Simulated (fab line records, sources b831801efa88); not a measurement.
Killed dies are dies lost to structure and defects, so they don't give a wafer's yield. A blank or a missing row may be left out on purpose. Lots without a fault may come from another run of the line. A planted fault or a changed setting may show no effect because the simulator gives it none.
fab line records | flow sky130
record lots=6 wafers=18 last_day=50
route steps=708 shown POLY_GATE@205 RES_PROTECT@206 LDD_N@237 PAD_OPEN@708
lots that met no fault: from a run of the same line without faults
start_h: hours from the record's first day to the start of the lot's first wafer shown | wait_h: hours since the lot's step before | " the same as in the row above | L1.1+2: a row that stands for several wafers | - no value, or no start given | * or withheld: withheld | < > ~ a bound
route shown NAME@n: a module of which the file shows steps, and the number in the route of the first | usual: mean/standard deviation of fault-free wafers | same: alike in all rows | chamber/n: place in a boat | sites: the reading at each site | _std_site: their standard deviation | _edge_site: outer sites' mean less inner sites' | radius_mm: how far each site lies from the wafer's centre | mask NAME#n: copy n | behind: the tool/chamber that last shaped the wafer | hold: why the lot was held/for how many hours/how that ended | device: the transistor (n, p or np) that didn't switch | end of line: the same wafers' tests at the end of the route | a step without rows: its recipe alone | killed: dies lost to structure and defects at the first sort, not the wafer's yield | map: a wafer's dies, x killed, . not, _ none there
set.NAME: the setting as run; set.NAME@STEP: as run at that earlier step | model.NAME: the simulator's own value behind a step, which no gauge read
lots at some steps of the route; a table a step, a row a wafer
services: from which hour (start_h, from the record's first day; less than 0 if before it) a tool's chamber was out of use, for how many hours, and why
## steps
# step SKY_POLY_GATE_THK_MEAS_01
# recipe reads=poly-Si_of_POLY_GATE_CVD_00
# usual POLY_GATE_CVD_00_THK=181.1/1.5
# columns lot.wafer tool chamber start_h wait_h POLY_GATE_CVD_00_THK[nm]
L534.3 film_metro-03 - 330.98 0.0 180.6
L534.4 " - " " 182.2
L534.6 " - " " 180.9
L537.3 film_metro-03 - 342.69 0.0 182.1
L537.4 " - " " 183.7
L537.6 " - " " 183.5
L542.3 film_metro-04 - 393.32 0.0 180.9
L542.4 " - " " 181.0
L542.6 " - " " 183.4
L551.1 film_metro-03 - 468.63 0.0 181.1
L551.3 " - " " 180.9
L551.4 " - " " 179.5
L552.3 film_metro-03 - 475.19 0.0 182.8
L552.5 " - " " 182.8
L552.6 " - " " 183.1
L553.1 film_metro-02 - 504.71 0.0 179.5
L553.5 " - " " 180.0
L553.6 " - " " 179.9
# step SKY_RES_PROTECT_DEHYDRATE_00
# recipe temp_c=200 time_s=60
# step SKY_RES_PROTECT_HMDS_01
# recipe prime_time_s=60 prime_temp_c=120
# step SKY_RES_PROTECT_COAT_02
# recipe resist=NOVOLAK spin_rpm=3000 resist_thk_nm=1140
# step SKY_RES_PROTECT_SOFTBAKE_03
# recipe temp_c=90 time_s=60 resist=NOVOLAK
# step SKY_RES_PROTECT_EXPOSE_04
# recipe mask_id=RPM na=0.6 source_shape=conventional sigma_outer=0.6 polarization=unpolarized target_cd_nm=1270 dose_mj=131
# step SKY_RES_PROTECT_PEB_05
# recipe temp_c=withheld time_s=* resist=NOVOLAK
# step SKY_RES_PROTECT_DEVELOP_06
# recipe resist=NOVOLAK developer=TMAH develop_time_s=60 dev_temp_c=23
# step SKY_POLY_GATE_IMPLANT_02
# recipe species=P energy_kev=30 dose_cm2=7.889e+15 tilt_deg=0
# step SKY_RES_PROTECT_STRIP_07
# recipe chemistry=O2/N2 power_w=1400 pressure_mtorr=1500 platen_temp_c=withheld o2_flow_sccm=3000 n2_flow_sccm=300 overash_fraction=0.5
# usual drypump_motor_current_A=5.7/0.35 oes_product_au=0.516/0.0046 strip_time_to_endpoint_s=23.40/0.041
# columns lot.wafer tool chamber start_h wait_h drypump_motor_current_A oes_product_au rf_hours_counter_h strip_time_to_endpoint_s
L534.3 plasma_asher-02 0 357.53 0.1 5.6 0.514 - 23.27
L534.4 " 1 " " 5.5 0.511 - 23.36
L534.6 " 1 " " 5.5 0.522 - 23.33
L537.3 plasma_asher-04 0 369.78 0.1 6.2 0.515 - 23.39
L537.4 " 1 " " 5.8 0.528 - 23.40
L537.6 " 0 " " 6.2 0.518 - 23.40
L542.3 plasma_asher-02 0 422.65 0.1 5.6 0.516 - 23.43
L542.4 " 1 " " 5.5 0.524 - 23.47
L542.6 " 0 " " 5.6 0.508 - 23.39
L551.1 plasma_asher-04 1 500.05 0.1 5.8 0.516 70 23.44
L551.3 " 0 " " 6.2 0.516 - 23.38
L551.4 " 1 " " 5.8 0.519 - 23.41
L552.3 plasma_asher-03 1 505.83 0.1 5.7 0.515 - 23.37
L552.5 " 0 " " 5.1 0.517 - 23.40
L552.6 " 1 " " 5.7 0.518 - 23.40
L553.1 plasma_asher-04 0 535.25 0.1 6.2 0.510 73 23.38
L553.5 " 0 " " 6.2 0.520 - 23.40
L553.6 " 1 " " 5.8 0.513 - 23.37
# step SKY_RES_PROTECT_TW_MEAS_08
# usual POLY_GATE_TW=4053/34
# columns lot.wafer tool chamber start_h wait_h POLY_GATE_TW
L534.3 film_metro-02 - 357.62 0.1 4068
L534.4 " - " " 4061
L534.6 " - " " 4070
L537.3 film_metro-01 - 369.87 0.1 4077
L537.4 " - " " 4075
L537.6 " - " " 4052
L542.3 film_metro-01 - 422.74 0.1 4074
L542.4 " - " " 4107
L542.6 " - " " 4136
L551.1 film_metro-02 - 500.15 0.1 4015
L551.3 " - " " 4054
L551.4 " - " " 4050
L552.3 film_metro-04 - 505.92 0.1 4033
L552.5 " - " " 4011
L552.6 " - " " 4029
L553.1 film_metro-04 - 535.35 0.1 4049
L553.5 " - " " 4035
L553.6 " - " " 4028
# step SKY_RES_PROTECT_CLEAN_09
# recipe chemistry=SC1/SC2 mix=1:4:20 temp_c=70 time_s=150 dry=n2_spin
# step SKY_POLY_GATE_CVD_03
# recipe material=Si3N4 precursor=DCS/NH3 target_thk_nm=75 temp_c=770 time_s=1290 pressure_mtorr=250
# columns lot.wafer tool chamber start_h wait_h
L534.3+4+6 lpcvd-02 1 358.52 0.8
L537.3+4+6 lpcvd-02 0 374.10 4.1
L542.3+4+6 lpcvd-02 1 440.43 17.5
L551.1+3+4 lpcvd-02 0 500.48 0.2
L552.3+5+6 lpcvd-02 0 506.01 0.0
L553.1+5+6 lpcvd-02 0 535.46 0.0
# step SKY_POLY_GATE_THK_MEAS_04
# recipe reads=Si3N4_of_POLY_GATE_CVD_03
# usual POLY_GATE_CVD_03_THK=75.0/0.68
# columns lot.wafer tool chamber start_h wait_h POLY_GATE_CVD_03_THK[nm]
L534.3 film_metro-04 - 359.90 0.0 75.4
L534.4 " - " " 75.3
L534.6 " - " " 75.2
L537.3 film_metro-03 - 376.16 0.0 73.6
L537.4 " - " " 74.0
L537.6 " - " " 74.2
L542.3 film_metro-03 - 441.80 0.0 75.3
L542.4 " - " " 75.6
L542.6 " - " " 75.4
L551.1 film_metro-02 - 501.84 0.0 74.8
L551.3 " - " " 74.9
L551.4 " - " " 75.1
L552.3 film_metro-02 - 507.39 0.0 74.1
L552.5 " - " " 73.9
L552.6 " - " " 73.6
L553.1 film_metro-04 - 536.82 0.0 75.9
L553.5 " - " " 75.2
L553.6 " - " " 75.5
# step SKY_POLY_GATE_DEHYDRATE_05
# recipe temp_c=200 time_s=60
# step SKY_POLY_GATE_HMDS_06
# recipe prime_time_s=60 prime_temp_c=120
# step SKY_POLY_GATE_COAT_07
# recipe resist=BARC temp_c=withheld time_s=withheld spin_rpm=3000 resist_thk_nm=110
# step SKY_POLY_GATE_COAT_08
# recipe resist=KrF-thick spin_rpm=3000 resist_thk_nm=450
# step SKY_POLY_GATE_SOFTBAKE_09
# recipe temp_c=100 time_s=90 resist=KrF-thick
# step SKY_POLY_GATE_EXPOSE_10
# recipe mask_id=P1M na=0.68 source_shape=conventional sigma_outer=0.6 target_cd_nm=150 dose_mj=28
# step SKY_POLY_GATE_PEB_11
# recipe peb_temp_c=withheld peb_time_s=withheld resist=KrF-thick
# step SKY_POLY_GATE_DEVELOP_12
# recipe develop_time_s=60 resist=KrF-thick dev_temp_c=21
# step SKY_POLY_GATE_CD_MEAS_13
# recipe target_cd_nm=150
# usual cd_nm=150.1/1.2
# columns lot.wafer tool chamber start_h wait_h cd_nm
L534.3 cd_sem-02 - 386.10 - 151.5
L534.4 " - " " 150.1
L534.6 " - " " 150.2
L537.3 cd_sem-02 - 401.11 - 150.7
L537.4 " - " " 150.6
L537.6 " - " " 151.6
L542.3 cd_sem-01 - 473.86 - 150.5
L542.4 " - " " 152.8
L542.6 " - " " 151.0
L551.1 cd_sem-02 - 532.91 - 149.1
L551.3 " - " " 148.9
L551.4 " - " " 150.2
L552.3 cd_sem-01 - 537.05 - 150.4
L552.5 " - " " 150.8
L552.6 " - " " 152.0
L553.1 cd_sem-02 - 566.65 - 147.9
L553.5 " - " " 148.6
L553.6 " - " " 148.7
# step SKY_POLY_GATE_OVL_MEAS_14
# usual POLY_GATE_OVL=0/5.7
# columns lot.wafer tool chamber start_h wait_h POLY_GATE_OVL[nm]
L534.3 overlay-02 - 386.19 0.1 2
L534.4 " - " " 1
L534.6 " - " " -5
L537.3 overlay-02 - 401.20 0.1 -2
L537.4 " - " " 0
L537.6 " - " " 11
L542.3 overlay-02 - 473.95 0.1 1
L542.4 " - " " 3
L542.6 " - " " 0
L551.1 overlay-02 - 533.03 0.1 0
L551.3 " - " " -2
L551.4 " - " " -10
L552.3 overlay-02 - 537.14 0.1 3
L552.5 " - " " 0
L552.6 " - " " -2
L553.1 overlay-01 - 566.77 0.1 -9
L553.5 " - " " 0
L553.6 " - " " -2
# step SKY_POLY_GATE_ETCH_15
# recipe chemistry=N2/H2 target=BARC ion_energy_ev=200 source_w=500 bias_w=100 pressure_mtorr=30 n2_flow_sccm=100 h2_flow_sccm=200 stop_on=SiO2 time_s=118.5 target_depth_a=1100
# usual drypump_motor_current_A=5.6/0.48 oes_product_au=0.716/0.0048 throttle_valve_pct=13.212/0.0094
# columns lot.wafer tool chamber start_h wait_h drypump_motor_current_A oes_product_au rf_hours_counter_h throttle_valve_pct
L534.3 rie_diel-03 2 386.22 0.0 5.1 0.715 85 13.216
L534.4 " 3 " " 6.0 0.715 5 13.219
L534.6 " 2 " " 5.1 0.718 - 13.214
L537.3 rie_diel-02 2 401.23 0.0 5.5 0.718 104 13.211
L537.4 " 0 " " 5.1 0.726 9 13.200
L537.6 " 1 " " 6.4 0.726 - 13.207
L542.3 rie_diel-02 2 473.98 0.0 5.5 0.718 0 13.222
L542.4 " 3 " " 5.9 0.716 79 13.208
L542.6 " 1 " " 6.4 0.722 - 13.219
L551.1 rie_diel-02 0 533.07 0.0 5.1 0.715 11 13.209
L551.3 " 3 " " 5.9 0.710 81 13.226
L551.4 " 1 " " 6.4 0.723 30 13.207
L552.3 rie_diel-02 0 537.17 0.0 5.1 0.710 11 13.222
L552.5 " 0 " " 5.1 0.720 - 13.233
L552.6 " 1 " " 6.4 0.709 - 13.202
L553.1 rie_diel-03 2 566.80 0.0 5.1 0.708 0 13.198
L553.5 " 1 " " 5.5 0.710 - 13.228
L553.6 " 2 " " 5.1 0.713 - 13.224
# step SKY_POLY_GATE_ETCH_16
# recipe stop_on=poly-Si chemistry=CH3F/O2 target=Si3N4 source_w=400 bias_w=80 pressure_mtorr=25 ch3f_flow_sccm=40 O2_flow_sccm=30 time_s=150 target_depth_a=750
# usual drypump_motor_current_A=5.6/0.48 oes_product_au=0.640/0.0051 throttle_valve_pct=10.536/0.01
# columns lot.wafer tool chamber start_h wait_h drypump_motor_current_A oes_product_au rf_hours_counter_h throttle_valve_pct
L534.3 rie_diel-03 2 386.30 0.0 5.1 0.638 85 10.538
L534.4 " 3 " " 6.0 0.640 5 10.532
L534.6 " 2 " " 5.1 0.638 - 10.534
L537.3 rie_diel-02 2 401.31 0.0 5.5 0.634 104 10.548
L537.4 " 0 " " 5.1 0.636 9 10.546
L537.6 " 1 " " 6.4 0.641 - 10.553
L542.3 rie_diel-02 2 474.06 0.0 5.5 0.637 0 10.551
L542.4 " 3 " " 5.9 0.647 79 10.529
L542.6 " 1 " " 6.4 0.640 - 10.537
L551.1 rie_diel-02 0 533.15 0.0 5.1 0.649 11 10.522
L551.3 " 3 " " 5.9 0.643 81 10.529
L551.4 " 1 " " 6.4 0.637 30 10.539
L552.3 rie_diel-02 0 537.25 0.0 5.1 0.642 12 10.525
L552.5 " 0 " " 5.1 0.626 - 10.525
L552.6 " 1 " " 6.4 0.625 - 10.548
L553.1 rie_diel-03 2 566.89 0.0 5.1 0.636 0 10.537
L553.5 " 1 " " 5.4 0.637 - 10.529
L553.6 " 2 " " 5.1 0.647 - 10.538
# step SKY_POLY_GATE_ETCH_17
# recipe target_depth_nm=180 stop_on=SiO2 over_etch_frac=0.56667 chemistry=HBr/Cl2 target=poly-Si icp_w=400 bias_w=100 pressure_mtorr=10 HBr_flow_sccm=150 Cl2_flow_sccm=50 time_s=70.5
# usual drypump_motor_current_A=5.9/0.45 oes_product_au=0.990/0.0077 throttle_valve_pct=33.685/0.0091
# same over_etch_frac=0.56667
# columns lot.wafer tool chamber start_h wait_h drypump_motor_current_A oes_product_au rf_hours_counter_h throttle_valve_pct
L534.3 rie_si-01 1 386.40 0.0 6.0 0.993 18 33.686
L534.4 " 0 " " 6.4 0.981 57 33.689
L534.6 " 1 " " 6.0 0.991 - 33.695
L537.3 rie_si-02 2 401.41 0.0 5.9 0.992 1 33.668
L537.4 " 0 " " 5.2 0.993 18 33.684
L537.6 " 3 " " 6.3 1.007 - 33.683
L542.3 rie_si-02 0 474.16 0.0 5.2 0.982 19 33.694
L542.4 " 2 " " 5.9 0.998 1 33.693
L542.6 " 1 " " 5.3 0.998 - 33.700
L551.1 rie_si-02 3 533.25 0.0 6.2 0.992 39 33.683
L551.3 " 2 " " 5.8 0.992 2 33.699
L551.4 " 0 " " 5.1 0.987 - 33.683
L552.3 rie_si-02 2 537.35 0.0 5.9 1.002 2 33.685
L552.5 " 0 " " 5.2 0.990 - 33.687
L552.6 " 2 " " 5.9 0.998 - 33.693
L553.1 rie_si-01 3 566.99 0.0 6.2 0.990 0 33.682
L553.5 " 3 " " 6.2 0.983 - 33.682
L553.6 " 0 " " 6.4 0.991 - 33.668
# step SKY_POLY_GATE_STRIP_18
# recipe chemistry=O2/N2 power_w=1400 pressure_mtorr=1500 platen_temp_c=withheld o2_flow_sccm=3000 n2_flow_sccm=300 overash_fraction=0.5
# usual drypump_motor_current_A=5.7/0.35 oes_product_au=0.360/0.005 strip_time_to_endpoint_s=3.15/0.04
# columns lot.wafer tool chamber start_h wait_h drypump_motor_current_A oes_product_au rf_hours_counter_h strip_time_to_endpoint_s
L534.3 plasma_asher-03 0 386.49 0.1 5.1 0.366 - 3.17
L534.4 " 1 " " 5.7 0.358 - 3.11
L534.6 " 0 " " 5.1 0.358 - 3.13
L537.3 plasma_asher-04 0 401.50 0.1 6.2 0.360 - 3.17
L537.4 " 1 " " 5.8 0.365 - 3.22
L537.6 " 1 " " 5.8 0.361 - 3.13
L542.3 plasma_asher-03 1 474.25 0.1 5.7 0.358 - 3.13
L542.4 " 0 " " 5.1 0.363 - 3.12
L542.6 " 1 " " 5.7 0.364 - 3.14
L551.1 plasma_asher-03 0 533.30 0.0 5.2 0.362 81 3.17
L551.3 " 0 " " 5.1 0.356 - 3.15
L551.4 " 1 " " 5.7 0.365 - 3.21
L552.3 plasma_asher-04 1 537.44 0.1 5.8 0.365 - 3.16
L552.5 " 1 " " 5.8 0.363 - 3.19
L552.6 " 0 " " 6.2 0.366 - 3.15
L553.1 plasma_asher-03 0 567.04 0.0 5.1 0.364 85 3.14
L553.5 " 0 " " 5.1 0.360 - 3.11
L553.6 " 1 " " 5.7 0.364 - 3.16
# step SKY_POLY_GATE_CLEAN_19
# recipe chemistry=SC1/SC2 mix=1:4:20 temp_c=70 time_s=150 dry=n2_spin
# step SKY_POLY_GATE_OXIDATION_20
# recipe temp_c=850 ambient=O2 stabilise_s=600 purge_s=300 target_thk_a=40 ox_time_s=899
# step SKY_POLY_GATE_THK_MEAS_21
# recipe reads=SiO2_of_POLY_GATE_OXIDATION_20
# usual POLY_GATE_OXIDATION_THK=4.01/0.076
# columns lot.wafer tool chamber start_h wait_h POLY_GATE_OXIDATION_THK[nm]
L534.3 film_metro-03 - 387.90 0.0 3.89
L534.4 " - " " 3.91
L534.6 " - " " 3.87
L537.3 film_metro-03 - 403.58 0.0 4.08
L537.4 " - " " 4.11
L537.6 " - " " 4.04
L542.3 film_metro-02 - 475.63 0.0 4.07
L542.4 " - " " 3.99
L542.6 " - " " 4.06
L551.1 film_metro-04 - 535.61 0.0 4.00
L551.3 " - " " 4.01
L551.4 " - " " 3.97
L552.3 film_metro-03 - 538.82 0.0 4.08
L552.5 " - " " 4.05
L552.6 " - " " 4.06
L553.1 film_metro-02 - 568.44 0.0 4.00
L553.5 " - " " 3.87
L553.6 " - " " 3.95
# step SKY_POLY_GATE_CD_MEAS_22
# usual cd_nm=150.3/2.3
# columns lot.wafer tool chamber start_h wait_h cd_nm
L534.3 cd_sem-02 - 388.00 0.1 152.3
L534.4 " - " " 150.3
L534.6 " - " " 152.0
L537.3 cd_sem-02 - 403.80 0.2 147.3
L537.4 " - " " 148.4
L537.6 " - " " 152.4
L542.3 cd_sem-01 - 475.76 0.1 147.5
L542.4 " - " " 153.1
L542.6 " - " " 149.2
L551.1 cd_sem-02 - 535.67 0.1 149.9
L551.3 " - " " 150.8
L551.4 " - " " 148.5
L552.3 cd_sem-02 - 538.92 0.1 146.0
L552.5 " - " " 146.8
L552.6 " - " " 149.0
L553.1 cd_sem-01 - 568.50 0.1 151.7
L553.5 " - " " 152.4
L553.6 " - " " 150.2
# step SKY_LDD_N_DEHYDRATE_00
# recipe temp_c=200 time_s=60
# step SKY_LDD_N_HMDS_01
# recipe prime_time_s=60 prime_temp_c=120
# step SKY_LDD_N_COAT_02
# recipe resist=NOVOLAK spin_rpm=3000 resist_thk_nm=300
# step SKY_LDD_N_SOFTBAKE_03
# recipe temp_c=90 time_s=60 resist=NOVOLAK
# step SKY_LDD_N_EXPOSE_04
# recipe mask_id=NTM target_cd_nm=840 na=0.6 source_shape=conventional sigma_outer=0.6 dose_mj=110
# step SKY_LDD_N_PEB_05
# recipe temp_c=withheld time_s=* resist=NOVOLAK
# step SKY_LDD_N_DEVELOP_06
# recipe develop_time_s=60 dev_temp_c=23
# step SKY_LDD_N_OVL_MEAS_07
# usual LDD_N_OVL=-1.4/1.2
# columns lot.wafer tool chamber start_h wait_h LDD_N_OVL[nm]
L534.3 overlay-02 - 416.23 0.1 -2.1
L534.4 " - " " -2.2
L534.6 " - " " -2.7
L537.3 overlay-02 - 432.78 0.1 -3.4
L537.4 " - " " -2.4
L537.6 " - " " -2.1
L542.3 overlay-01 - 505.98 0.1 -3.5
L542.4 " - " " -1.6
L542.6 " - " " -3.6
L551.1 overlay-01 - 565.31 0.1 -2.1
L551.3 " - " " -1.7
L551.4 " - " " -0.5
L552.3 overlay-02 - 568.14 0.1 -3.6
L552.5 " - " " -0.9
L552.6 " - " " 0.2
L553.1 overlay-01 - 597.38 0.1 -2.8
L553.5 " - " " -1.9
L553.6 " - " " -1.4
# step SKY_LDD_N_IMPLANT_08
# recipe species=As energy_kev=20 dose_cm2=7.5e+13 tilt_deg=withheld rotation_deg=23
# step SKY_LDD_N_IMPLANT_09
# recipe species=As energy_kev=20 dose_cm2=7.5e+13 tilt_deg=withheld rotation_deg=113
# step SKY_PAD_OPEN_PROBE_99
# usual killed_at_M0_to_M3=43/7 killed_at_M4_up=3.3/1.8 killed_at_contacts=24/6.2 killed_at_front_end=16/4.7 killed_at_other=0.4/0.58 killed_dies=87/10 killed_open=47/6.4 killed_short=39/7
# same gross_dies=492 killed_at_back_side=0
# columns lot.wafer tool chamber start_h wait_h killed_at_M0_to_M3 killed_at_M4_up killed_at_contacts killed_at_front_end killed_at_other killed_dies killed_open killed_short
L534.3 prober-02 - 1082.36 0.2 35 3 26 18 0 82 44 37
L534.4 prober-02 - 1082.41 0.2 42 2 20 14 0 78 40 37
L534.6 prober-02 - 1082.51 0.2 40 3 22 21 0 86 50 36
L552.3 prober-02 - 1184.18 0.2 31 3 25 60 0 119 42 29
L552.5 prober-02 - 1184.28 0.2 36 2 16 62 1 117 36 39
L552.6 prober-02 - 1184.33 0.2 42 2 14 61 1 120 50 27
L553.1 prober-01 - 1197.89 0.1 42 1 31 52 0 126 44 41
L553.5 prober-01 - 1198.09 0.2 41 3 33 52 0 129 48 43
L553.6 prober-01 - 1198.14 0.2 48 7 27 62 0 144 52 50
# killed by level:class
L534.3 LI_CONTACT:geometric_particle:open=7 CONTACT:geometric_particle:open=7 VIA2:geometric_particle:open=7 METAL1:geometric_particle:short=6 CONTACT:geometric_particle:short=6 VIA1:geometric_particle:open=6 FIELD_ISO:geometric_particle:open=5 VIA3:geometric_particle:open=5
L534.4 CONTACT:geometric_particle:open=9 METAL2:geometric_particle:short=9 VIA1:geometric_particle:short=7 VIA1:geometric_particle:open=7 VIA2:geometric_particle:open=7 LI_CONTACT:geometric_particle:open=5 VIA3:geometric_particle:short=5 FIELD_ISO:geometric_particle:open=4
L534.6 VIA1:geometric_particle:open=9 METAL2:geometric_particle:short=8 CONTACT:geometric_particle:open=8 FIELD_ISO:geometric_particle:open=7 VIA2:geometric_particle:open=7 LI_CONTACT:geometric_particle:open=6 POLY_GATE:geometric_particle:short=4 VIA3:geometric_particle:open=4
L552.3 POLY_GATE:unspecified=48 CONTACT:geometric_particle:open=12 VIA1:geometric_particle:open=8 VIA3:geometric_particle:open=5 VIA1:geometric_particle:short=4 FIELD_ISO:geometric_particle:short=3 FIELD_ISO:geometric_particle:open=3 POLY_GATE:geometric_particle:short=3
L552.5 POLY_GATE:unspecified=42 POLY_GATE:geometric_particle:short=6 VIA1:geometric_particle:open=6 CONTACT:geometric_particle:open=6 VIA2:geometric_particle:open=5 METAL2:geometric_particle:short=5 FIELD_ISO:geometric_particle:open=4 POLY_GATE:geometric_particle:open=4
L552.6 POLY_GATE:unspecified=43 FIELD_ISO:geometric_particle:open=10 CONTACT:geometric_particle:open=7 VIA3:geometric_particle:open=7 METAL1:geometric_particle:short=6 VIA1:geometric_particle:open=6 METAL2:geometric_particle:short=5 VIA3:geometric_particle:short=5
L553.1 POLY_GATE:unspecified=39 CONTACT:geometric_particle:open=13 VIA3:geometric_particle:open=9 VIA1:geometric_particle:open=8 METAL2:geometric_particle:short=7 LOCAL_INTERCONNECT:geometric_particle:short=6 VIA1:geometric_particle:short=6 METAL1:geometric_particle:short=5
L553.5 POLY_GATE:unspecified=38 VIA1:geometric_particle:open=11 CONTACT:geometric_particle:open=9 VIA3:geometric_particle:open=9 CONTACT:geometric_particle:short=8 LI_CONTACT:geometric_particle:open=6 METAL2:geometric_particle:short=6 LI_CONTACT:geometric_particle:short=5
L553.6 POLY_GATE:unspecified=42 METAL2:geometric_particle:short=11 LI_CONTACT:geometric_particle:open=9 VIA3:geometric_particle:open=9 CONTACT:geometric_particle:open=8 FIELD_ISO:geometric_particle:open=6 VIA2:geometric_particle:open=5 VIA1:geometric_particle:short=5
# map L552.6 (x killed, . not)
__________..x...x..._________
________xx..x........x_______
______xxxxxxx...x......._____
_____xxxxxxxx........x...____
____xxxxxxxxxx.......x....___
___..xxxxxxxx.....x........__
__.....xxx.xx....x.......xx._
_.x....xxxx.x.x....x.....x...
_...x...x................x..x
_...x........x..xx..x........
_..x.xx.............x.....x..
_x.......x..x.x..............
_.x..x.x.........x...........
_.x..x..x..x......x.x.....x..
_..x...x.x.x.....x...........
__..x.....x.....x........x.._
___x.........x.....x......x__
____......x...x.....xx..x.___
_____....x.x..........xx.____
______..xx......x....xxx_____
________........xx...._______
__________....x....._________
# map L553.6 (x killed, . not)
__________.......x.._________
________xx.xx........x_______
______.xxxxx.x..xx.x...._____
_____.xxxxxxxx...x.......____
____xxxxxxxxx...x......x..___
___.x.xxxxxx.x...x....x....__
__...xxxxxxx.xx...x..x...x.._
_....x.xxxxxxx..xx..........x
_x....xx.......x..........xxx
_x....xx.....x.x...x.x...x..x
_.x..x.x...xx.x.x...xx..x....
_.xx................x..xxx...
_.....x.....x..x...........x.
_x.........x....x.........x..
_....x..x...x.x....xxx....x.x
__....xx.x..x...x..........x_
___....x..xx.xx............__
____..x.............x.x...___
_____.x...x...x......x...____
______..xxx......x..x..._____
________.......x......_______
__________.x.....x.x_________
## services
# columns tool chamber start_h hours kind
plasma_asher-03 - 338.38 0.4 repair
plasma_asher-02 - 364.09 1.0 repair
plasma_asher-02 - 382.40 2.8 pm
plasma_asher-03 - 402.84 3.4 repair
rie_diel-02 2 429.73 - clean
rie_diel-02 2 429.73 17.4 scheduled_down
rie_diel-02 2 429.73 17.4 vent_cycle
rie_diel-03 1 440.05 7.6 repair
plasma_asher-04 - 440.78 1.6 repair
rie_diel-03 0 444.38 24.7 repair
rie_diel-02 - 446.61 2.8 pm
rie_si-01 2 457.54 4.0 repair
rie_diel-02 3 466.97 5.4 repair
rie_diel-02 3 478.36 3.0 repair
rie_diel-02 0 497.83 5.5 repair
rie_diel-03 - 517.12 12.7 repair
rie_si-02 1 518.49 22.5 repair
rie_si-01 - 518.70 0.6 repair
rie_diel-03 3 533.66 8.5 repair
rie_diel-02 - 542.34 0.6 repair
rie_si-02 - 548.40 2.8 pm
rie_diel-02 3 553.66 - clean
plasma_asher-04 - 557.40 2.8 pm
rie_si-01 1 564.57 4.2 repair
## key
first_sign step=SKY_PAD_OPEN_PROBE_99 reading=killed_at_front_end direction=up sigmas=8.9 usual=16 struck=58
effect step=SKY_PAD_OPEN_PROBE_99 reading=killed_dies direction=up sigmas=3.9 usual=87 struck=126
met_at SKY_POLY_GATE_CVD_03
struck_wafers L552.3,L552.5,L552.6,L553.1,L553.5,L553.6
tester_left_out L552,L553
onset_between 500.48 506.01
also_fits time
fault kind=chamber_particle_source tool=lpcvd-02 chamber=0 onset_h=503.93 steps=SKY_POLY_GATE_CVD_03 rate_per_visit_cm2=0.47731 end_h=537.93
# tester_left_out: of these lots the tester's yield and bins aren't shown, on N5 and GAA mostly nor the transistor test; their killed dies are dies lost to structure and defects alone, not to doping, threshold or leakage, so they don't give the yield
